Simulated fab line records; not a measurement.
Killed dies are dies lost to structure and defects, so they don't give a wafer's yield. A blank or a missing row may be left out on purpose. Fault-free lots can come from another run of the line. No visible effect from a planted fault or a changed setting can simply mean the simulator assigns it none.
What tool caused it? / flow gf180mcu / 7 lots, 21 wafers sampled, at 2 steps of a route of 602

== WHAT THE GAUGES READ, wafer by wafer ==
GF_STI_CD_MEAS_12: the cd target is 220 nm.
lot=L288; measured=day 2 12:28; on=cd sem-02; cd nm (nm)=221.2 219.6 220.1
lot=L290; measured=day 2 22:02; on=cd sem-02; cd nm (nm)=217.0 217.0 217.6
lot=L292; measured=day 3 07:55; on=cd sem-02; cd nm (nm)=222.8 224.1 222.8
lot=L295; measured=day 3 23:31; on=cd sem-02; cd nm (nm)=225.8 226.3 225.7
lot=L298; measured=day 4 15:10; on=cd sem-02; cd nm (nm)=218.6 219.0 219.1
lot=L304; measured=day 5 22:04; on=cd sem-02; cd nm (nm)=219.0 220.2 219.9
lot=L309; measured=day 7 00:22; on=cd sem-02; cd nm (nm)=217.3 217.6 218.1

== WHAT TOOL EACH LOT RAN ON (gives the tool, then ch and the chambers of the sampled wafers, and finally the start) ==
lot=L288; GF_STI_SOFTBAKE_08=litho track-02 ch 0, day 2 06:07
lot=L290; GF_STI_SOFTBAKE_08=litho track-02 ch 0, day 2 15:32
lot=L292; GF_STI_SOFTBAKE_08=litho track-04 ch 0, day 3 01:56
lot=L295; GF_STI_SOFTBAKE_08=litho track-04 ch 0, day 3 17:07
lot=L298; GF_STI_SOFTBAKE_08=litho track-03 ch 0, day 4 08:07
lot=L304; GF_STI_SOFTBAKE_08=litho track-03 ch 0, day 5 14:58
lot=L309; GF_STI_SOFTBAKE_08=litho track-04 ch 0, day 6 16:46
- GF_STI_SOFTBAKE_08: time 60 s.

== THE ANSWER, worked out from the rows above alone ==
Rule: usual is defined by the lots themselves. The widest of any qualifying gaps counts: lots, ordered by their means at a reading, are off when they make up no more than a third of the lots, leave a main group of 4 or more, and stand apart from it by 3 or more times the standard deviation of that group's means. A main group is skipped when, at the precision printed for the reading in the tables above, its means are all equal. A lot without any number at a reading at which 4 lots or more have one is off too. The other lots that the step has rows for count as sound.
Across all readings shown, no lot is off: no conclusion can be drawn from this.

== WHAT WAS PUT IN BY THE SIMULATOR ==
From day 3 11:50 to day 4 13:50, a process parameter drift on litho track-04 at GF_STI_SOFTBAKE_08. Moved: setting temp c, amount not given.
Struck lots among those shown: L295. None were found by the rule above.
